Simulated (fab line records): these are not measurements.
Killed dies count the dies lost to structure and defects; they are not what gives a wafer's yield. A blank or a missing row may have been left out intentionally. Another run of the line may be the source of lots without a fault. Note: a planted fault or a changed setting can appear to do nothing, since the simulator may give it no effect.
fab line records	flow sky130
[record] lots = 24	wafers = 72	lastDay = 51
route steps=708 shown VT_ADJUST_LVTN@107 GATE_OXIDE@197 POLY_GATE@230 LDD_P@262
lots untouched by any fault: they come from a run of this same line in which no faults occurred
startH: hours from the record's first day to the start of the lot's first wafer shown	waitH: hours since the lot's step before	" as in the row above	L1.1+2: a single row standing in for several wafers	- value missing, or start not given	* or withheld: withheld	< > ~ a bound
route shown NAME@n: names a module that has steps shown in the file, with the first one's number in the route	usual: mean/standard deviation taken from wafers without a fault	same: alike in all rows	chamber/n: place in a boat	sites: per-site readings	_std_site: the standard deviation of these	_edge_site: outer sites' mean less inner sites'	radiusMm: for every site, how far away it sits from the centre of the wafer	mask NAME#n: copy n	behind: tool/chamber where the wafer was last shaped	hold: why the lot was held/for how many hours/how that ended	device: which transistor (n, p or np) failed to switch	end of line: the tests these same wafers got at the end of their route	a step with no rows: only its recipe	killed: the dies lost at the first sort to structure and to defects; this is not the yield of the wafer	map: a wafer's dies, marking killed ones x, the rest . and places with no die _
set.NAME: the setting as run; set.NAME@STEP: as run at that earlier step	model.NAME: the simulator's own value behind a step, which no gauge read
route steps across a sampled set of lots; one table per step, one row per wafer
services: a tool's chamber out of use, with start hour (startH, from the record's first day; less than 0 if before it), hours out, and reason
[[steps]]
[step SKY_VT_ADJUST_LVTN_TW_MEAS_10]
[usual] VT_ADJUST_LVTN_TW = 239.6/1.4
lot.wafer	tool	chamber	startH	waitH	VT_ADJUST_LVTN_TW
L074.2	filmMetro-02	-	148.22	0.1	237.4
L074.3	"	-	"	"	237.7
L074.4	"	-	"	"	236.6
L075.3	filmMetro-02	-	151.17	0.1	237.4
L075.5	"	-	"	"	237.5
L075.6	"	-	"	"	238.2
L076.3	filmMetro-01	-	161.22	0.1	240.2
L076.4	"	-	"	"	241.0
L076.5	"	-	"	"	241.0
L077.2	filmMetro-03	-	167.97	0.1	242.1
L077.3	"	-	"	"	242.8
L077.6	"	-	"	"	239.2
L078.3	filmMetro-02	-	173.04	0.1	235.3
L078.4	"	-	"	"	237.0
L078.5	"	-	"	"	237.5
L079.1	filmMetro-01	-	179.21	0.1	238.8
L079.2	"	-	"	"	237.7
L079.4	"	-	"	"	238.4
L080.4	filmMetro-03	-	185.09	0.1	239.1
L080.5	"	-	"	"	239.5
L080.6	"	-	"	"	239.4
L081.1	filmMetro-03	-	190.82	0.1	240.6
L081.3	"	-	"	"	238.9
L081.6	"	-	"	"	238.6
L082.3	filmMetro-03	-	197.37	0.1	241.0
L082.4	"	-	"	"	240.8
L082.6	"	-	"	"	240.8
L083.1	filmMetro-03	-	203.96	0.1	240.4
L083.2	"	-	"	"	239.5
L083.5	"	-	"	"	240.9
L084.2	filmMetro-01	-	210.22	0.1	239.2
L084.5	"	-	"	"	239.1
L084.6	"	-	"	"	239.1
L085.1	filmMetro-03	-	221.60	0.1	241.0
L085.4	"	-	"	"	241.2
L085.6	"	-	"	"	240.4
L086.1	filmMetro-03	-	223.75	0.1	240.7
L086.2	"	-	"	"	241.9
L086.5	"	-	"	"	241.1
L087.2	filmMetro-01	-	228.67	0.1	241.0
L087.4	"	-	"	"	240.3
L087.5	"	-	"	"	240.2
L088.2	filmMetro-01	-	239.22	0.1	240.8
L088.3	"	-	"	"	239.3
L088.5	"	-	"	"	240.0
L089.2	filmMetro-03	-	245.23	0.1	240.8
L089.3	"	-	"	"	241.1
L089.6	"	-	"	"	243.1
L090.1	filmMetro-02	-	252.70	0.1	238.1
L090.4	"	-	"	"	237.7
L090.5	"	-	"	"	239.3
L091.1	filmMetro-01	-	261.75	0.1	240.8
L091.2	"	-	"	"	240.0
L091.4	"	-	"	"	238.8
L092.3	filmMetro-01	-	269.37	0.1	241.6
L092.5	"	-	"	"	243.1
L092.6	"	-	"	"	242.2
L093.2	filmMetro-03	-	271.56	0.1	241.3
L093.4	"	-	"	"	240.3
L093.5	"	-	"	"	239.5
L094.1	filmMetro-03	-	279.41	0.1	239.7
L094.4	"	-	"	"	239.5
L094.6	"	-	"	"	240.8
L095.1	filmMetro-03	-	286.07	0.1	239.9
L095.4	"	-	"	"	240.9
L095.6	"	-	"	"	240.3
L096.1	filmMetro-01	-	296.11	0.1	238.8
L096.3	"	-	"	"	238.8
L096.5	"	-	"	"	239.4
L097.2	filmMetro-03	-	305.58	0.1	240.3
L097.4	"	-	"	"	238.9
L097.6	"	-	"	"	238.7
[step SKY_GATE_OXIDE_OVL_MEAS_10]
[usual] GATE_OXIDE_OVL = -0.1/1.5
lot.wafer	tool	chamber	startH	waitH	GATE_OXIDE_OVL[nm]
L074.2	overlay-01	-	325.42	0.1	1.5
L074.3	"	-	"	"	0.6
L074.4	"	-	"	"	2.4
L075.3	overlay-01	-	329.55	0.1	2.8
L075.5	"	-	"	"	1.9
L075.6	"	-	"	"	-0.5
L076.3	overlay-02	-	341.33	0.1	1.8
L076.4	"	-	"	"	1.4
L076.5	"	-	"	"	0.6
L077.2	overlay-02	-	351.57	0.1	-2.3
L077.3	"	-	"	"	0.9
L077.6	"	-	"	"	-1.5
L078.3	overlay-01	-	358.30	0.1	0.2
L078.4	"	-	"	"	2.5
L078.5	"	-	"	"	1.2
L079.1	overlay-01	-	367.57	0.1	-1.7
L079.2	"	-	"	"	-0.8
L079.4	"	-	"	"	-2.9
L080.4	overlay-02	-	371.78	0.1	-2.1
L080.5	"	-	"	"	-2.5
L080.6	"	-	"	"	-3.1
L081.1	overlay-01	-	382.36	0.1	-1.8
L081.3	"	-	"	"	-0.3
L081.6	"	-	"	"	-0.4
L082.3	overlay-01	-	392.98	0.1	-1.7
L082.4	"	-	"	"	-1.8
L082.6	"	-	"	"	-0.9
L083.1	overlay-01	-	398.36	0.1	-1.3
L083.2	"	-	"	"	-0.3
L083.5	"	-	"	"	-0.4
L084.2	overlay-01	-	404.72	0.1	3.2
L084.5	"	-	"	"	0.7
L084.6	"	-	"	"	0.6
L085.1	overlay-02	-	418.74	0.1	-1.4
L085.4	"	-	"	"	-1.2
L085.6	"	-	"	"	-2.1
L086.1	overlay-01	-	419.39	0.1	-0.5
L086.2	"	-	"	"	1.2
L086.5	"	-	"	"	1.6
L087.2	overlay-01	-	430.17	0.1	-2.5
L087.4	"	-	"	"	-2.0
L087.5	"	-	"	"	0.2
L088.2	overlay-01	-	441.99	0.1	-2.0
L088.3	"	-	"	"	1.2
L088.5	"	-	"	"	-1.1
L089.2	overlay-01	-	449.14	0.1	1.6
L089.3	"	-	"	"	0.8
L089.6	"	-	"	"	0.1
L090.1	overlay-01	-	458.29	0.1	0.3
L090.4	"	-	"	"	-0.4
L090.5	"	-	"	"	0.0
L091.1	overlay-02	-	469.74	0.1	-1.6
L091.2	"	-	"	"	-0.6
L091.4	"	-	"	"	0.9
L092.3	overlay-02	-	479.98	0.1	-0.7
L092.5	"	-	"	"	-0.1
L092.6	"	-	"	"	-1.2
L093.2	overlay-01	-	482.34	0.1	0.0
L093.4	"	-	"	"	-0.1
L093.5	"	-	"	"	0.6
L094.1	overlay-01	-	489.44	0.1	0.0
L094.4	"	-	"	"	1.9
L094.6	"	-	"	"	-0.5
L095.1	overlay-02	-	497.32	0.1	-0.3
L095.4	"	-	"	"	0.5
L095.6	"	-	"	"	-0.1
L096.1	overlay-01	-	509.79	0.1	2.2
L096.3	"	-	"	"	4.0
L096.5	"	-	"	"	0.6
L097.2	overlay-02	-	518.69	0.1	0.6
L097.4	"	-	"	"	-0.8
L097.6	"	-	"	"	-1.1
[step SKY_POLY_GATE_ETCH_16]
[recipe] stopOn = poly-Si	chemistry = CH3F/O2	target = Si3N4	sourceW = 400	biasW = 80	pressureMtorr = 25	ch3fFlowSccm = 40	O2_flow_sccm = 30	timeS = 147.5	targetDepthA = 750
[usual] drypumpMotorCurrentA = 5.7/0.38	oesProductAu = 0.640/0.005	throttleValvePct = 10.535/0.0087
lot.wafer	tool	chamber	startH	waitH	drypumpMotorCurrentA	oesProductAu	rfHoursCounterH	throttleValvePct
L074.2	rieDiel-01	1	388.46	0.0	5.9	0.639	7	10.517
L074.3	"	0	"	"	5.7	0.638	70	10.525
L074.4	"	2	"	"	6.7	0.641	98	10.537
L075.3	rieDiel-02	3	392.55	0.0	5.3	0.642	107	10.523
L075.5	"	1	"	"	5.1	0.646	-	10.555
L075.6	"	2	"	"	5.6	0.643	-	10.538
L076.3	rieDiel-04	1	406.45	0.0	6.3	0.644	8	10.550
L076.4	"	3	"	"	6.0	0.635	2	10.542
L076.5	"	0	"	"	5.3	0.639	-	10.536
L077.2	rieDiel-04	1	417.31	0.0	6.3	0.640	8	10.551
L077.3	"	3	"	"	5.9	0.639	3	10.542
L077.6	"	2	"	"	5.6	0.648	-	10.529
L078.3	rieDiel-04	2	422.91	0.0	5.7	0.644	54	10.523
L078.4	"	0	"	"	5.3	0.638	104	10.535
L078.5	"	2	"	"	5.7	0.645	-	10.527
L079.1	rieDiel-02	0	432.83	0.0	5.6	0.636	22	10.553
L079.2	"	1	"	"	5.1	0.639	3	10.542
L079.4	"	1	"	"	5.1	0.646	-	10.531
L080.4	rieDiel-02	1	441.55	0.0	5.1	0.637	4	10.536
L080.5	"	3	"	"	5.3	0.635	-	10.536
L080.6	"	0	"	"	5.6	0.635	-	10.542
L081.1	rieDiel-04	1	452.03	0.0	6.3	0.631	9	10.522
L081.3	"	2	"	"	5.6	0.641	55	10.542
L081.6	"	2	"	"	5.6	0.636	-	10.532
L082.3	rieDiel-01	2	462.05	0.0	6.7	0.651	100	10.534
L082.4	"	0	"	"	5.7	0.640	72	10.539
L082.6	"	2	"	"	6.7	0.644	-	10.528
L083.1	rieDiel-04	2	466.40	0.0	5.6	0.648	56	10.525
L083.2	"	3	"	"	6.0	0.638	4	10.535
L083.5	"	2	"	"	5.7	0.634	-	10.540
L084.2	rieDiel-01	0	474.25	0.0	5.7	0.644	72	10.552
L084.5	"	0	"	"	5.7	0.644	-	10.537
L084.6	"	1	"	"	5.9	0.638	-	10.545
L085.1	rieDiel-01	1	486.12	0.1	5.9	0.641	9	10.525
L085.4	"	1	"	"	5.9	0.639	-	10.537
L085.6	"	1	"	"	5.9	0.646	-	10.549
L086.1	rieDiel-04	3	487.30	0.0	5.9	0.645	5	10.528
L086.2	"	2	"	"	5.7	0.643	56	10.549
L086.5	"	3	"	"	5.9	0.634	-	10.534
L087.2	rieDiel-04	1	509.40	0.0	6.3	0.637	10	10.542
L087.4	"	1	"	"	6.3	0.641	-	10.531
L087.5	"	2	"	"	5.7	0.631	-	10.534
L088.2	rieDiel-02	1	511.38	0.0	5.1	0.627	5	10.547
L088.3	"	2	"	"	5.6	0.645	90	10.545
L088.5	"	2	"	"	5.6	0.639	-	10.533
L089.2	rieDiel-02	1	516.51	0.0	5.1	0.643	5	10.527
L089.3	"	3	"	"	5.3	0.639	2	10.537
L089.6	"	3	"	"	5.3	0.635	-	10.539
L090.1	rieDiel-01	0	525.01	0.0	5.7	0.642	73	10.531
L090.4	"	2	"	"	6.7	0.645	1	10.544
L090.5	"	2	"	"	6.7	0.638	-	10.535
L091.1	rieDiel-02	3	535.52	0.1	5.4	0.640	2	10.539
L091.2	"	0	"	"	5.6	0.642	24	10.536
L091.4	"	3	"	"	5.3	0.637	-	10.522
L092.3	rieDiel-02	0	547.06	0.0	5.6	0.634	24	10.535
L092.5	"	3	"	"	5.3	0.638	-	10.534
L092.6	"	0	"	"	5.6	0.626	-	10.538
L093.2	rieDiel-02	2	549.98	0.0	5.6	0.636	0	10.534
L093.4	"	2	"	"	5.6	0.642	-	10.524
L093.5	"	0	"	"	5.6	0.642	-	10.555
L094.1	rieDiel-01	3	555.85	0.0	5.7	0.627	11	10.538
L094.4	"	2	"	"	6.6	0.635	1	10.538
L094.6	"	1	"	"	5.9	0.641	-	10.529
L095.1	rieDiel-04	2	563.43	0.0	5.7	0.639	57	10.525
L095.4	"	3	"	"	6.0	0.635	6	10.544
L095.6	"	2	"	"	5.6	0.637	-	10.542
L096.1	rieDiel-01	2	576.55	0.0	6.6	0.641	2	10.532
L096.3	"	0	"	"	5.7	0.633	74	10.544
L096.5	"	3	"	"	5.7	0.645	-	10.544
L097.2	rieDiel-01	1	585.16	0.0	5.9	0.639	11	10.529
L097.4	"	3	"	"	5.7	0.642	12	10.517
L097.6	"	1	"	"	5.9	0.637	-	10.509
[step SKY_POLY_GATE_ETCH_17]
[recipe] targetDepthNm = 180	stopOn = SiO2	overEtchFrac = 0.56667	chemistry = HBr/Cl2	target = poly-Si	icpW = 400	biasW = 100	pressureMtorr = 10	HBr_flow_sccm = 150	Cl2_flow_sccm = 50	timeS = 70.5
[usual] drypumpMotorCurrentA = 5.7/0.54	mfcCl2Sccm = 50.02/0.15	oesProductAu = 0.990/0.0072	throttleValvePct = 33.685/0.0096
lot.wafer	tool	chamber	startH	waitH	drypumpMotorCurrentA	mfcCl2Sccm	oesProductAu	rfHoursCounterH	throttleValvePct
L074.2	rieSi-02	3	388.56	0.0	5.9	50.08	0.991	1	33.684
L074.3	"	1	"	"	4.9	50.31	0.997	1	33.683
L074.4	"	2	"	"	6.0	50.05	0.992	5	33.686
L075.3	rieSi-02	3	392.65	0.0	5.8	50.11	0.998	1	33.669
L075.5	"	2	"	"	6.0	50.05	0.992	-	33.680
L075.6	"	1	"	"	5.0	49.72	0.986	-	33.675
L076.3	rieSi-02	1	406.55	0.0	5.0	50.25	0.997	1	33.692
L076.4	"	2	"	"	6.0	50.19	0.992	5	33.670
L076.5	"	1	"	"	5.0	50.25	0.999	-	33.686
L077.2	rieSi-01	2	417.41	0.0	6.2	50.03	0.997	0	33.697
L077.3	"	0	"	"	5.3	50.09	0.983	6	33.687
L077.6	"	3	"	"	6.6	50.08	0.990	-	33.697
L078.3	rieSi-01	0	423.01	0.0	5.3	50.29	1.001	6	33.671
L078.4	"	3	"	"	6.6	49.89	0.993	2	33.703
L078.5	"	1	"	"	5.3	50.31	0.989	-	33.678
L079.1	rieSi-02	2	432.92	0.0	6.0	50.18	0.998	5	33.691
L079.2	"	1	"	"	4.9	49.81	1.007	2	33.680
L079.4	"	0	"	"	5.2	49.74	0.980	5	33.692
L080.4	rieSi-02	2	441.65	0.0	6.0	50.04	0.978	5	33.687
L080.5	"	3	"	"	5.9	50.01	0.991	-	33.685
L080.6	"	2	"	"	6.0	49.94	0.986	-	33.694
L081.1	rieSi-02	2	452.12	0.0	6.0	49.69	0.994	5	33.669
L081.3	"	0	"	"	5.2	49.98	0.993	5	33.694
L081.6	"	2	"	"	6.0	50.10	0.992	-	33.694
L082.3	rieSi-01	0	462.15	0.0	5.3	50.00	0.984	7	33.673
L082.4	"	2	"	"	6.2	50.06	0.982	0	33.692
L082.6	"	2	"	"	6.3	50.15	0.987	-	33.675
L083.1	rieSi-01	2	466.50	0.0	6.2	49.60	1.000	0	33.685
L083.2	"	3	"	"	6.6	49.88	0.990	3	33.696
L083.5	"	0	"	"	5.3	50.31	0.999	-	33.674
L084.2	rieSi-02	2	474.35	0.0	6.0	50.03	0.988	6	33.694
L084.5	"	2	"	"	6.0	50.06	1.000	-	33.688
L084.6	"	3	"	"	5.9	49.90	0.988	-	33.677
L085.1	rieSi-01	2	486.26	0.1	6.2	50.20	0.995	0	33.688
L085.4	"	1	"	"	5.3	50.03	0.994	-	33.678
L085.6	"	2	"	"	6.2	50.19	0.989	-	33.683
L086.1	rieSi-02	0	487.40	0.0	5.2	50.16	0.987	5	33.675
L086.2	"	1	"	"	4.9	50.01	1.002	2	33.702
L086.5	"	1	"	"	4.9	49.93	0.999	-	33.681
L087.2	rieSi-01	3	509.50	0.0	6.6	50.09	0.978	3	33.697
L087.4	"	1	"	"	5.3	49.99	0.986	22	33.704
L087.5	"	1	"	"	5.3	49.95	0.985	-	33.695
L088.2	rieSi-02	2	511.47	0.0	6.0	49.91	0.989	6	33.685
L088.3	"	0	"	"	5.2	50.00	0.984	5	33.690
L088.5	"	1	"	"	5.0	50.12	0.994	-	33.694
L089.2	rieSi-01	1	516.60	0.0	5.3	49.76	0.974	22	33.688
L089.3	"	2	"	"	6.2	49.75	0.983	1	33.678
L089.6	"	3	"	"	6.6	49.92	0.991	-	33.684
L090.1	rieSi-02	1	525.10	0.0	5.0	49.87	0.991	2	33.681
L090.4	"	3	"	"	5.8	50.22	0.992	1	33.695
L090.5	"	0	"	"	5.2	50.13	0.983	-	33.676
L091.1	rieSi-01	3	535.66	0.1	6.6	50.32	0.980	3	33.681
L091.2	"	1	"	"	5.3	49.85	0.987	22	33.694
L091.4	"	0	"	"	5.3	50.21	0.991	7	33.672
L092.3	rieSi-02	1	547.15	0.0	4.9	50.33	0.980	2	33.690
L092.5	"	0	"	"	5.3	50.03	0.978	-	33.682
L092.6	"	1	"	"	5.0	50.20	0.976	-	33.669
L093.2	rieSi-01	2	550.08	0.0	6.2	49.89	0.992	1	33.692
L093.4	"	1	"	"	5.3	50.07	0.988	22	33.693
L093.5	"	1	"	"	5.3	50.19	0.988	-	33.684
L094.1	rieSi-02	3	555.94	0.0	5.8	50.10	0.991	2	33.680
L094.4	"	2	"	"	6.0	50.12	0.991	6	33.686
L094.6	"	1	"	"	5.0	50.15	0.997	-	33.690
L095.1	rieSi-01	2	563.52	0.0	6.2	50.02	0.995	1	33.671
L095.4	"	0	"	"	5.3	49.83	0.996	7	33.694
L095.6	"	2	"	"	6.2	49.89	1.004	-	33.668
L096.1	rieSi-02	1	576.64	0.0	5.0	50.19	0.999	2	33.703
L096.3	"	2	"	"	6.0	50.00	0.980	6	33.669
L096.5	"	2	"	"	6.0	50.02	0.983	-	33.693
L097.2	rieSi-01	0	585.25	0.0	5.3	50.02	0.994	7	33.670
L097.4	"	1	"	"	5.3	50.12	0.986	22	33.693
L097.6	"	3	"	"	6.6	50.06	0.996	-	33.681
[step SKY_LDD_P_CD_MEAS_07]
[recipe] targetCdNm = 380
[usual] cdNm = 379.4/2.5
lot.wafer	tool	chamber	startH	waitH	cdNm
L074.2	cdSem-02	-	452.63	0.1	380.7
L074.3	"	-	"	"	378.6
L074.4	"	-	"	"	380.1
L075.3	cdSem-02	-	457.20	0.1	379.0
L075.5	"	-	"	"	380.3
L075.6	"	-	"	"	379.6
L076.3	cdSem-02	-	471.70	0.1	378.5
L076.4	"	-	"	"	379.4
L076.5	"	-	"	"	378.2
L077.2	cdSem-01	-	481.11	0.1	374.6
L077.3	"	-	"	"	378.2
L077.6	"	-	"	"	381.6
L078.3	cdSem-02	-	487.73	0.1	377.2
L078.4	"	-	"	"	378.7
L078.5	"	-	"	"	375.2
L079.1	cdSem-02	-	497.62	0.1	382.2
L079.2	"	-	"	"	382.9
L079.4	"	-	"	"	383.9
L080.4	cdSem-02	-	506.43	0.1	379.4
L080.5	"	-	"	"	378.1
L080.6	"	-	"	"	378.5
L081.1	cdSem-01	-	517.17	0.1	379.8
L081.3	"	-	"	"	378.6
L081.6	"	-	"	"	380.4
L082.3	cdSem-02	-	527.31	0.1	380.2
L082.4	"	-	"	"	378.9
L082.6	"	-	"	"	381.5
L083.1	cdSem-02	-	530.44	0.1	378.3
L083.2	"	-	"	"	376.8
L083.5	"	-	"	"	379.3
L084.2	cdSem-01	-	538.84	0.1	382.1
L084.5	"	-	"	"	383.0
L084.6	"	-	"	"	381.0
L085.1	cdSem-02	-	551.24	0.1	380.3
L085.4	"	-	"	"	382.0
L085.6	"	-	"	"	381.2
L086.1	cdSem-01	-	551.77	0.3	376.7
L086.2	"	-	"	"	373.7
L086.5	"	-	"	"	376.7
L087.2	cdSem-02	-	571.91	0.1	376.8
L087.4	"	-	"	"	377.2
L087.5	"	-	"	"	379.8
L088.2	cdSem-01	-	574.79	0.1	384.9
L088.3	"	-	"	"	386.4
L088.5	"	-	"	"	382.8
L089.2	cdSem-01	-	579.46	0.1	377.3
L089.3	"	-	"	"	377.0
L089.6	"	-	"	"	377.8
L090.1	cdSem-01	-	587.12	0.1	379.1
L090.4	"	-	"	"	378.2
L090.5	"	-	"	"	381.4
L091.1	cdSem-01	-	598.76	0.1	377.0
L091.2	"	-	"	"	376.6
L091.4	"	-	"	"	377.8
L092.3	cdSem-02	-	611.11	0.1	380.6
L092.5	"	-	"	"	381.3
L092.6	"	-	"	"	379.6
L093.2	cdSem-02	-	613.36	0.1	377.7
L093.4	"	-	"	"	381.6
L093.5	"	-	"	"	379.3
L094.1	cdSem-01	-	617.32	0.1	374.4
L094.4	"	-	"	"	375.8
L094.6	"	-	"	"	376.0
L095.1	cdSem-02	-	624.16	0.1	378.9
L095.4	"	-	"	"	375.2
L095.6	"	-	"	"	376.8
L096.1	cdSem-02	-	637.82	0.1	381.0
L096.3	"	-	"	"	381.1
L096.5	"	-	"	"	381.7
L097.2	cdSem-01	-	647.09	0.1	383.1
L097.4	"	-	"	"	380.9
L097.6	"	-	"	"	379.5
[step SKY_LDD_P_TW_MEAS_11]
[usual] LDD_P_TW = 633/5.3
lot.wafer	tool	chamber	startH	waitH	LDD_P_TW
L074.2	filmMetro-04	-	453.02	0.1	635
L074.3	"	-	"	"	640
L074.4	"	-	"	"	640
L075.3	filmMetro-03	-	457.58	0.1	630
L075.5	"	-	"	"	635
L075.6	"	-	"	"	632
L076.3	filmMetro-03	-	472.08	0.1	634
L076.4	"	-	"	"	632
L076.5	"	-	"	"	631
L077.2	filmMetro-04	-	481.50	0.1	637
L077.3	"	-	"	"	635
L077.6	"	-	"	"	637
L078.3	filmMetro-04	-	488.11	0.1	635
L078.4	"	-	"	"	639
L078.5	"	-	"	"	636
L079.1	filmMetro-02	-	498.02	0.1	630
L079.2	"	-	"	"	626
L079.4	"	-	"	"	628
L080.4	filmMetro-04	-	506.80	0.1	639
L080.5	"	-	"	"	636
L080.6	"	-	"	"	640
L081.1	filmMetro-03	-	517.57	0.1	634
L081.3	"	-	"	"	635
L081.6	"	-	"	"	630
L082.3	filmMetro-04	-	527.69	0.1	643
L082.4	"	-	"	"	641
L082.6	"	-	"	"	638
L083.1	filmMetro-02	-	530.84	0.1	627
L083.2	"	-	"	"	628
L083.5	"	-	"	"	626
L084.2	filmMetro-03	-	539.23	0.1	634
L084.5	"	-	"	"	631
L084.6	"	-	"	"	631
L085.1	filmMetro-03	-	551.64	0.1	631
L085.4	"	-	"	"	628
L085.6	"	-	"	"	634
L086.1	filmMetro-02	-	552.19	0.1	628
L086.2	"	-	"	"	629
L086.5	"	-	"	"	625
L087.2	filmMetro-03	-	572.30	0.1	633
L087.4	"	-	"	"	633
L087.5	"	-	"	"	635
L088.2	filmMetro-02	-	575.18	0.1	624
L088.3	"	-	"	"	629
L088.5	"	-	"	"	627
L089.2	filmMetro-02	-	579.85	0.1	623
L089.3	"	-	"	"	625
L089.6	"	-	"	"	623
L090.1	filmMetro-04	-	587.52	0.1	636
L090.4	"	-	"	"	642
L090.5	"	-	"	"	638
L091.1	filmMetro-04	-	599.16	0.1	641
L091.2	"	-	"	"	634
L091.4	"	-	"	"	640
L092.3	filmMetro-02	-	611.49	0.1	629
L092.5	"	-	"	"	630
L092.6	"	-	"	"	626
L093.2	filmMetro-02	-	613.75	0.1	627
L093.4	"	-	"	"	627
L093.5	"	-	"	"	628
L094.1	filmMetro-04	-	617.72	0.1	641
L094.4	"	-	"	"	641
L094.6	"	-	"	"	638
L095.1	filmMetro-04	-	624.56	0.1	636
L095.4	"	-	"	"	635
L095.6	"	-	"	"	635
L096.1	filmMetro-04	-	638.22	0.1	635
L096.3	"	-	"	"	633
L096.5	"	-	"	"	637
L097.2	filmMetro-03	-	647.48	0.1	624
L097.4	"	-	"	"	625
L097.6	"	-	"	"	621
[[services]]
tool	chamber	startH	hours	kind
rieDiel-04	1	392.83	5.3	repair
rieSi-01	2	396.17	-	clean
rieSi-01	2	396.17	19.0	scheduledDown
rieSi-01	2	396.17	19.0	ventCycle
rieDiel-02	3	414.97	-	clean
rieDiel-02	3	414.97	22.2	scheduledDown
rieDiel-02	3	414.97	22.2	ventCycle
rieDiel-01	-	416.34	2.8	pm
rieDiel-04	0	425.33	-	clean
rieDiel-04	0	425.33	25.2	scheduledDown
rieDiel-04	0	425.33	25.2	ventCycle
rieSi-02	2	426.28	3.6	repair
rieDiel-01	2	466.18	-	clean
rieDiel-01	2	466.18	33.8	scheduledDown
rieDiel-01	2	466.18	33.8	ventCycle
rieSi-02	0	473.98	5.3	repair
rieSi-01	0	479.13	14.0	repair
rieDiel-01	3	481.46	4.6	repair
rieDiel-02	3	489.19	2.2	repair
rieDiel-04	0	504.30	12.3	repair
rieDiel-02	2	512.59	-	clean
rieDiel-02	1	535.31	17.8	repair
rieSi-02	3	536.48	12.3	repair
rieDiel-04	-	556.52	0.6	repair
[[key]]
fault none
